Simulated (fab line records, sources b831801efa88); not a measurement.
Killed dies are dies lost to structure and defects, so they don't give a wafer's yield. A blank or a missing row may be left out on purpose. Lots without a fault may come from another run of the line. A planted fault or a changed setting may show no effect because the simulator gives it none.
fab line records | flow sky130
record lots=5 wafers=15 last_day=49
route steps=708 shown CONTACT@426 METAL1@434 PAD_OPEN@708
lots that met no fault: from a run of the same line without faults
start_h: hours from the record's first day to the start of the lot's first wafer shown | wait_h: hours since the lot's step before | " the same as in the row above | L1.1+2: a row that stands for several wafers | - no value, or no start given | * or withheld: withheld | < > ~ a bound
route shown NAME@n: a module of which the file shows steps, and the number in the route of the first | usual: mean/standard deviation of fault-free wafers | same: alike in all rows | chamber/n: place in a boat | sites: the reading at each site | _std_site: their standard deviation | _edge_site: outer sites' mean less inner sites' | radius_mm: how far each site lies from the wafer's centre | mask NAME#n: copy n | behind: the tool/chamber that last shaped the wafer | hold: why the lot was held/for how many hours/how that ended | device: the transistor (n, p or np) that didn't switch | end of line: the same wafers' tests at the end of the route | a step without rows: its recipe alone | killed: dies lost to structure and defects at the first sort, not the wafer's yield | map: a wafer's dies, x killed, . not, _ none there
set.NAME: the setting as run; set.NAME@STEP: as run at that earlier step | model.NAME: the simulator's own value behind a step, which no gauge read
lots at some steps of the route; a table a step, a row a wafer
services: from which hour (start_h, from the record's first day; less than 0 if before it) a tool's chamber was out of use, for how many hours, and why
## steps
# step SKY_CONTACT_STRIP_20
# recipe chemistry=post_etch_residue_remover time_s=1200 temp_c=72.5
# step SKY_CONTACT_CLEAN_21
# recipe chemistry=IPA time_s=180 temp_c=25
# step SKY_CONTACT_CLEAN_22
# recipe chemistry=O3/DIW dry=n2_spin
# step SKY_CONTACT_SPUTTER_23
# recipe material=TiN target_thk_nm=20 chamber_pressure_pa=5 power_w=4000 time_s=80
# usual throttle_valve_pct=30.1/1.3
# columns lot.wafer tool chamber start_h wait_h throttle_valve_pct
L125.2 pvd_sputter-03 - 805.49 0.0 29.9
L125.4 " - " " 30.4
L125.5 " - " " 29.9
L126.4 pvd_sputter-02 - 805.84 0.0 29.2
L126.5 " - " " 28.0
L126.6 " - " " 31.6
L130.1 pvd_sputter-02 - 836.36 0.0 27.4
L130.2 " - " " 31.5
L130.4 " - " " 31.5
L132.2 pvd_sputter-02 - 849.49 0.0 30.7
L132.3 " - " " 31.4
L132.4 " - " " 29.3
L136.4 pvd_sputter-01 - 877.58 0.0 30.0
L136.5 " - " " 31.2
L136.6 " - " " 31.9
# step SKY_CONTACT_CVD_24
# recipe material=W target_thk_nm=340 time_s=102.12 temp_c=400 pressure_torr=40
# usual heater_power_w=916/69
# columns lot.wafer tool chamber start_h wait_h heater_power_w
L125.2 cvd_w-02 1 805.59 0.1 878
L125.4 " 1 " " 853
L125.5 " 1 " " 851
L126.4 cvd_w-02 1 806.13 0.3 844
L126.5 " 1 " " 866
L126.6 " 1 " " 862
L130.1 cvd_w-01 1 836.42 0.0 1015
L130.2 " 0 " " 866
L130.4 " 1 " " 1020
L132.2 cvd_w-01 0 849.55 0.0 849
L132.3 " 0 " " 864
L132.4 " 1 " " 1037
L136.4 cvd_w-02 0 877.64 0.0 932
L136.5 " 0 " " 904
L136.6 " 1 " " 861
# step SKY_CONTACT_RS_MEAS_25
# recipe thk_meas_gauge=four-point-probe reads=W_of_CONTACT_CVD_24+TiN_of_CONTACT_SPUTTER_23
# usual CONTACT_W_RS=0.337/0.0032
# columns lot.wafer tool chamber start_h wait_h CONTACT_W_RS[ohm/sq]
L125.2 film_metro-03 - 805.79 0.2 0.334
L125.4 " - " " 0.338
L125.5 " - " " 0.337
L126.4 film_metro-04 - 806.30 0.1 0.336
L126.5 " - " " 0.336
L126.6 " - " " 0.333
L130.1 film_metro-04 - 836.53 0.1 0.341
L130.2 " - " " 0.337
L130.4 " - " " 0.339
L132.2 film_metro-04 - 849.68 0.1 0.342
L132.3 " - " " 0.337
L132.4 " - " " 0.342
L136.4 film_metro-04 - 877.78 0.1 0.338
L136.5 " - " " 0.341
L136.6 " - " " 0.339
# step SKY_CONTACT_THK_MEAS_26
# recipe thk_meas_gauge=xrf reads=W_of_CONTACT_CVD_24
# usual CONTACT_W_THK=351/4.6
# columns lot.wafer tool chamber start_h wait_h CONTACT_W_THK[nm]
L125.2 film_metro-03 - 805.90 0.1 355
L125.4 " - " " 351
L125.5 " - " " 350
L126.4 film_metro-04 - 806.39 0.1 348
L126.5 " - " " 350
L126.6 " - " " 352
L130.1 film_metro-04 - 836.65 0.1 350
L130.2 " - " " 355
L130.4 " - " " 350
L132.2 film_metro-04 - 849.79 0.1 350
L132.3 " - " " 353
L132.4 " - " " 350
L136.4 film_metro-04 - 877.87 0.1 348
L136.5 " - " " 349
L136.6 " - " " 350
# step SKY_CONTACT_CMP_27
# recipe stop_on=SiO2 t_overpolish_s=15 down_force_psi=3.5 platen_rpm=60 target_thk_nm=0 pad_velocity_m_s=0.94248
# step SKY_METAL1_SPUTTER_00
# recipe material=Ti target_thk_nm=15 power_w=3000 time_s=10 chamber_pressure_pa=0.4
# usual throttle_valve_pct=30.1/1.4
# columns lot.wafer tool chamber start_h wait_h throttle_valve_pct
L125.2 pvd_sputter-01 - 806.25 0.1 31.3
L125.4 " - " " 27.7
L125.5 " - " " 27.6
L126.4 pvd_sputter-04 - 806.72 0.2 29.7
L126.5 " - " " 29.7
L126.6 " - " " 30.7
L130.1 pvd_sputter-01 - 837.01 0.2 30.0
L130.2 " - " " 27.6
L130.4 " - " " 31.2
L132.2 pvd_sputter-04 - 850.14 0.2 29.6
L132.3 " - " " 29.8
L132.4 " - " " 30.5
L136.4 pvd_sputter-02 - 878.20 0.1 30.7
L136.5 " - " " 31.1
L136.6 " - " " 30.7
# step SKY_METAL1_SPUTTER_01
# recipe material=TiN target_thk_nm=20 power_w=6500 time_s=16.2 chamber_pressure_pa=0.4
# step SKY_METAL1_SPUTTER_02
# recipe material=AlCu target_thk_nm=250 power_w=10600 time_s=13.3 chamber_pressure_pa=0.4
# usual throttle_valve_pct=30.1/1.4
# columns lot.wafer tool chamber start_h wait_h throttle_valve_pct
L125.2 pvd_sputter-01 - 806.30 0.0 31.5
L125.4 " - " " 27.6
L125.5 " - " " 27.2
L126.4 pvd_sputter-04 - 806.76 0.0 29.5
L126.5 " - " " 29.6
L126.6 " - " " 30.5
L130.1 pvd_sputter-01 - 837.06 0.0 29.9
L130.2 " - " " 27.6
L130.4 " - " " 31.1
L132.2 pvd_sputter-04 - 850.23 0.0 29.7
L132.3 " - " " 29.6
L132.4 " - " " 30.4
L136.4 pvd_sputter-02 - 878.24 0.0 30.6
L136.5 " - " " 31.6
L136.6 " - " " 30.6
# step SKY_METAL1_SPUTTER_03
# recipe material=Ti target_thk_nm=5 power_w=3000 time_s=3.3 chamber_pressure_pa=0.4
# step SKY_METAL1_SPUTTER_04
# recipe material=TiN target_thk_nm=70 power_w=6500 time_s=58.3 chamber_pressure_pa=0.4
# usual throttle_valve_pct=30.1/1.4
# columns lot.wafer tool chamber start_h wait_h throttle_valve_pct
L125.2 pvd_sputter-01 - 806.34 0.0 31.6
L125.4 " - " " 27.6
L125.5 " - " " 27.7
L126.4 pvd_sputter-04 - 806.81 0.0 29.6
L126.5 " - " " 29.8
L126.6 " - " " 30.6
L130.1 pvd_sputter-01 - 837.10 0.0 29.8
L130.2 " - " " 27.6
L130.4 " - " " 31.2
L132.2 pvd_sputter-04 - 850.32 0.0 29.4
L132.3 " - " " 29.5
L132.4 " - " " 30.9
L136.4 pvd_sputter-02 - 878.29 0.0 30.8
L136.5 " - " " 31.4
L136.6 " - " " 30.7
# step SKY_METAL1_RS_MEAS_05
# recipe thk_meas_gauge=four-point-probe reads=TiN_of_METAL1_SPUTTER_04+Ti_of_METAL1_SPUTTER_03+AlCu_of_METAL1_SPUTTER_02+TiN_of_METAL1_SPUTTER_01+Ti_of_METAL1_SPUTTER_00
# usual METAL1_ALCU_RS=0.1272/0.0012
# columns lot.wafer tool chamber start_h wait_h METAL1_ALCU_RS[ohm/sq]
L125.2 film_metro-03 - 806.41 0.0 0.1287
L125.4 " - " " 0.1293
L125.5 " - " " 0.1297
L126.4 film_metro-03 - 806.92 0.1 0.1265
L126.5 " - " " 0.1259
L126.6 " - " " 0.1268
L130.1 film_metro-03 - 837.15 0.0 0.1253
L130.2 " - " " 0.1244
L130.4 " - " " 0.1249
L132.2 film_metro-02 - 850.44 0.1 0.1248
L132.3 " - " " 0.1252
L132.4 " - " " 0.1259
L136.4 film_metro-04 - 878.40 0.1 0.1264
L136.5 " - " " 0.1264
L136.6 " - " " 0.1273
# step SKY_METAL1_THK_MEAS_06
# recipe thk_meas_gauge=xrf reads=AlCu_of_METAL1_SPUTTER_02
# usual METAL1_ALCU_THK=249.1/2.5
# columns lot.wafer tool chamber start_h wait_h METAL1_ALCU_THK[nm]
L125.2 film_metro-03 - 806.52 0.1 244.3
L125.4 " - " " 246.7
L125.5 " - " " 246.2
L126.4 film_metro-03 - 807.01 0.1 250.7
L126.5 " - " " 251.2
L126.6 " - " " 250.7
L130.1 film_metro-03 - 837.27 0.1 261.7
L130.2 " - " " 261.8
L130.4 " - " " 260.7
L132.2 film_metro-02 - 850.55 0.1 254.2
L132.3 " - " " 253.7
L132.4 " - " " 253.0
L136.4 film_metro-04 - 878.49 0.1 249.9
L136.5 " - " " 250.9
L136.6 " - " " 249.5
# step SKY_METAL1_DEHYDRATE_07
# recipe temp_c=200 time_s=60
# step SKY_METAL1_HMDS_08
# recipe prime_time_s=60 prime_temp_c=120
# step SKY_METAL1_COAT_09
# recipe resist=BARC temp_c=withheld time_s=withheld spin_rpm=3000 resist_thk_nm=60
# step SKY_METAL1_COAT_10
# recipe resist=KrF-thick spin_rpm=3000 resist_thk_nm=450
# step SKY_METAL1_SOFTBAKE_11
# recipe temp_c=100 time_s=90 resist=KrF-thick
# step SKY_METAL1_EXPOSE_12
# recipe mask_id=MM1 na=0.8 source_shape=annular sigma_inner=0.55 sigma_outer=0.85 target_cd_nm=140 dose_mj=28
# step SKY_METAL1_PEB_13
# recipe peb_temp_c=withheld peb_time_s=withheld resist=KrF-thick
# step SKY_METAL1_DEVELOP_14
# recipe develop_time_s=60 resist=KrF-thick dev_temp_c=21
# step SKY_METAL1_CD_MEAS_15
# recipe target_cd_nm=140
# usual cd_nm=139.4/1.4
# columns lot.wafer tool chamber start_h wait_h cd_nm
L125.2 cd_sem-02 - 831.83 - 140.0
L125.4 " - " " 136.0
L125.5 " - " " 137.7
L126.4 cd_sem-01 - 832.20 - 138.8
L126.5 " - " " 138.6
L126.6 " - " " 140.5
L130.1 cd_sem-02 - 863.69 - 142.9
L130.2 " - " " 140.4
L130.4 " - " " 139.5
L132.2 cd_sem-02 - 876.48 - 137.4
L132.3 " - " " 139.0
L132.4 " - " " 140.2
L136.4 cd_sem-02 - 903.40 - 138.2
L136.5 " - " " 141.1
L136.6 " - " " 139.7
# step SKY_METAL1_OVL_MEAS_16
# usual METAL1_OVL=-2/6.2
# columns lot.wafer tool chamber start_h wait_h METAL1_OVL[nm]
L125.2 overlay-01 - 831.94 0.1 -7
L125.4 " - " " -11
L125.5 " - " " -6
L126.4 overlay-02 - 832.28 0.1 10
L126.5 " - " " -4
L126.6 " - " " 8
L130.1 overlay-02 - 863.81 0.1 -3
L130.2 " - " " -3
L130.4 " - " " 0
L132.2 overlay-02 - 876.59 0.1 -5
L132.3 " - " " -2
L132.4 " - " " 1
L136.4 overlay-02 - 903.48 0.1 1
L136.5 " - " " 0
L136.6 " - " " 0
# step SKY_METAL1_DESCUM_17
# recipe chemistry=O2 source_power_w=150 bias_power_w=0 pressure_mtorr=10 temp_c=40 time_s=8
# step SKY_METAL1_ETCH_18
# recipe chemistry=N2/H2 target=BARC ion_energy_ev=200 bias_w=100 pressure_mtorr=30 n2_flow_sccm=100 h2_flow_sccm=200 icp_w=500 stop_on=SiO2 time_s=45.9 target_depth_a=600
# usual drypump_motor_current_A=5.5/0.52 oes_product_au=0.853/0.0047 throttle_valve_pct=13.224/0.0094
# columns lot.wafer tool chamber start_h wait_h drypump_motor_current_A oes_product_au rf_hours_counter_h throttle_valve_pct
L125.2 rie_metal-01 0 832.00 0.0 4.9 0.861 14 13.229
L125.4 " 0 " " 4.9 0.846 - 13.222
L125.5 " 0 " " 4.9 0.851 - 13.238
L126.4 rie_metal-03 0 832.35 0.0 5.7 0.849 - 13.214
L126.5 " 0 " " 5.7 0.859 - 13.219
L126.6 " 1 " " 5.0 0.849 - 13.209
L130.1 rie_metal-03 1 863.89 0.0 5.0 0.855 13 13.225
L130.2 " 0 " " 5.7 0.856 6 13.218
L130.4 " 1 " " 5.0 0.856 - 13.223
L132.2 rie_metal-03 0 876.65 0.0 5.7 0.855 6 13.205
L132.3 " 1 " " 5.0 0.849 - 13.216
L132.4 " 0 " " 5.7 0.851 - 13.220
L136.4 rie_metal-02 1 903.55 0.0 6.4 0.849 - 13.206
L136.5 " 1 " " 6.5 0.850 - 13.227
L136.6 " 0 " " 6.3 0.857 - 13.225
# step SKY_METAL1_METAL_ETCH_19
# recipe target_depth_a=3600 stop_on=SiO2 over_etch_frac=0.3 time_s=78 chemistry=Cl2/BCl3 resist_sidewall_deg=88 pressure_mtorr=10 icp_w=900 bias_w=48.5 Cl2_flow_sccm=60 bcl3_flow_sccm=30
# usual drypump_motor_current_A=5.5/0.52 oes_product_au=0.853/0.0048 throttle_valve_pct=22.265/0.0085
# columns lot.wafer tool chamber start_h wait_h drypump_motor_current_A oes_product_au rf_hours_counter_h throttle_valve_pct
L125.2 rie_metal-01 0 832.06 0.0 4.8 0.853 14 22.264
L125.4 " 0 " " 4.9 0.846 - 22.262
L125.5 " 0 " " 4.9 0.852 - 22.274
L126.4 rie_metal-03 0 832.42 0.1 5.7 0.852 - 22.251
L126.5 " 0 " " 5.7 0.851 - 22.267
L126.6 " 1 " " 5.0 0.855 - 22.272
L130.1 rie_metal-03 1 863.97 0.1 5.0 0.840 13 22.279
L130.2 " 0 " " 5.7 0.832 6 22.249
L130.4 " 1 " " 5.0 0.844 - 22.264
L132.2 rie_metal-03 0 876.71 0.0 5.7 0.859 6 22.242
L132.3 " 1 " " 5.0 0.851 - 22.275
L132.4 " 0 " " 5.7 0.854 - 22.263
L136.4 rie_metal-02 1 903.62 0.1 6.4 0.854 - 22.279
L136.5 " 1 " " 6.5 0.854 - 22.252
L136.6 " 0 " " 6.3 0.856 - 22.264
# step SKY_METAL1_STRIP_20
# recipe chemistry=O2/N2 power_w=1400 pressure_mtorr=1500 platen_temp_c=withheld o2_flow_sccm=3000 n2_flow_sccm=300 overash_fraction=0.5
# step SKY_PAD_OPEN_PROBE_99
# usual defect_limited_yield=82.2/1.7 killed_at_M0_to_M3=44/6.3 killed_at_M4_up=3.1/2 killed_at_contacts=24/4.8 killed_at_front_end=15/4.6 killed_at_other=0.2/0.51 killed_dies=87/8.4 killed_open=48/6.4 killed_short=39/5.9 sort_bin_3_pad_short=0.9/0.41 sort_bin_5_function=10.5/1.4 sort_bin_6_memory=6.3/1.1 sort_n_pass=405/8.4 sort_yield_pct=82.2/1.7
# same gross_dies=492 killed_at_back_side=0 sort_bin_4_leakage[%]=0 sort_bin_8_speed[%]=0
# columns lot.wafer tool chamber start_h wait_h defect_limited_yield[%] killed_at_M0_to_M3 killed_at_M4_up killed_at_contacts killed_at_front_end killed_at_other killed_dies killed_open killed_short sort_bin_3_pad_short[%] sort_bin_5_function[%] sort_bin_6_memory[%] sort_n_pass sort_yield_pct[%]
L126.4 prober-01 - 1128.65 0.2 84.6 33 6 27 10 0 76 46 30 0.4 9.1 5.9 416 84.6
L126.5 prober-01 - 1128.70 0.2 82.9 35 4 31 14 0 84 48 36 0.6 11.4 5.1 408 82.9
L126.6 prober-01 - 1128.75 0.2 81.7 49 1 27 13 0 90 51 39 0.4 12.0 5.9 402 81.7
L130.4 prober-01 - 1152.36 0.2 79.7 64 0 19 17 0 100 55 44 1.0 12.6 6.7 392 79.7
L132.2 prober-01 - 1158.68 0.1 81.9 36 5 30 17 1 89 50 39 1.0 11.0 6.1 403 81.9
L132.3 prober-01 - 1158.73 0.2 81.9 43 3 33 9 1 89 49 40 0.8 10.0 7.3 403 81.9
L132.4 prober-01 - 1158.78 0.2 81.7 37 4 32 16 1 90 51 39 1.2 12.2 4.9 402 81.7
# killed by level:class
L126.4 VIA1:geometric_particle:open=15 LI_CONTACT:geometric_particle:open=10 CONTACT:geometric_particle:open=8 METAL4:geometric_particle:short=5 LI_CONTACT:geometric_particle:short=4 FIELD_ISO:geometric_particle:open=3 VIA2:geometric_particle:short=3 METAL3:geometric_particle:short=3
L126.5 LI_CONTACT:geometric_particle:open=11 VIA3:geometric_particle:open=9 CONTACT:geometric_particle:open=9 VIA1:geometric_particle:open=7 LOCAL_INTERCONNECT:geometric_particle:short=6 FIELD_ISO:geometric_particle:short=5 VIA1:geometric_particle:short=5 METAL1:geometric_particle:short=4
L126.6 VIA1:geometric_particle:open=12 CONTACT:geometric_particle:open=11 LI_CONTACT:geometric_particle:open=9 VIA3:geometric_particle:open=8 POLY_GATE:geometric_particle:short=6 VIA1:geometric_particle:short=5 METAL2:geometric_particle:short=5 VIA2:geometric_particle:open=5
L130.4 VIA1:geometric_particle:open=16 VIA3:geometric_particle:open=12 CONTACT:geometric_particle:open=8 METAL2:geometric_particle:short=7 VIA1:geometric_particle:short=7 POLY_GATE:geometric_particle:short=6 FIELD_ISO:geometric_particle:short=5 LI_CONTACT:geometric_particle:open=5
L132.2 CONTACT:geometric_particle:open=9 VIA1:geometric_particle:open=9 LI_CONTACT:geometric_particle:open=8 CONTACT:geometric_particle:short=6 FIELD_ISO:geometric_particle:open=5 VIA1:geometric_particle:short=5 FIELD_ISO:geometric_particle:short=4 POLY_GATE:geometric_particle:short=4
L132.3 CONTACT:geometric_particle:open=13 VIA3:geometric_particle:open=8 VIA2:geometric_particle:open=8 LI_CONTACT:geometric_particle:open=7 CONTACT:geometric_particle:short=6 METAL1:geometric_particle:short=5 FIELD_ISO:geometric_particle:open=4 LOCAL_INTERCONNECT:geometric_particle:short=4
L132.4 VIA1:geometric_particle:open=10 CONTACT:geometric_particle:open=9 LI_CONTACT:geometric_particle:open=8 VIA3:geometric_particle:open=7 LOCAL_INTERCONNECT:geometric_particle:short=6 POLY_GATE:geometric_particle:short=5 CONTACT:geometric_particle:short=5 VIA1:geometric_particle:short=5
## services
# columns tool chamber start_h hours kind
cvd_w-02 - 781.77 6.9 pm
pvd_sputter-04 - 792.23 0.8 repair
cvd_w-01 - 793.60 37.2 repair
cvd_w-02 0 801.81 11.4 repair
cvd_w-02 - 813.32 5.5 repair
rie_metal-01 - 814.11 3.6 repair
pvd_sputter-04 - 815.61 3.7 repair
rie_metal-02 1 817.62 27.2 repair
pvd_sputter-02 0 820.18 - consumable_replace:kit
pvd_sputter-02 0 820.18 18.0 scheduled_down
pvd_sputter-02 0 820.18 18.0 vent_cycle
pvd_sputter-04 - 822.61 7.9 repair
cvd_w-01 - 833.81 2.3 repair
pvd_sputter-04 2 855.52 - consumable_replace:kit
pvd_sputter-01 - 865.20 1.9 repair
rie_metal-03 - 868.31 2.8 pm
pvd_sputter-01 0 871.06 - consumable_replace:kit
pvd_sputter-01 0 871.06 18.0 scheduled_down
pvd_sputter-01 0 871.06 18.0 vent_cycle
cvd_w-01 0 874.94 3.7 repair
pvd_sputter-04 - 883.94 1.9 repair
pvd_sputter-01 - 887.18 3.8 repair
cvd_w-01 0 889.31 4.1 repair
rie_metal-03 - 902.52 1.4 pm
## key
first_sign step=SKY_METAL1_THK_MEAS_06 reading=METAL1_ALCU_THK direction=up sigmas=4.9 usual=249.1 struck=261.4
effect step=SKY_METAL1_METAL_ETCH_19 reading=oes_product_au direction=down sigmas=3 usual=0.853 struck=0.838
met_at SKY_METAL1_SPUTTER_04
struck_wafers L130.1,L130.2,L130.4
onset_between 806.34 837.10
also_fits SKY_METAL1_SPUTTER_00:pvd_sputter-01,SKY_METAL1_SPUTTER_02:pvd_sputter-01
fault kind=site_profile_drift tool=pvd_sputter-01 chamber=- onset_h=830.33 steps=SKY_METAL1_SPUTTER_04 basis=fraction max_abs_drift=0.43728 slope_share_per_hr=97.173 site_pattern=0,0,0,0,0,-1,-1,-1,-1
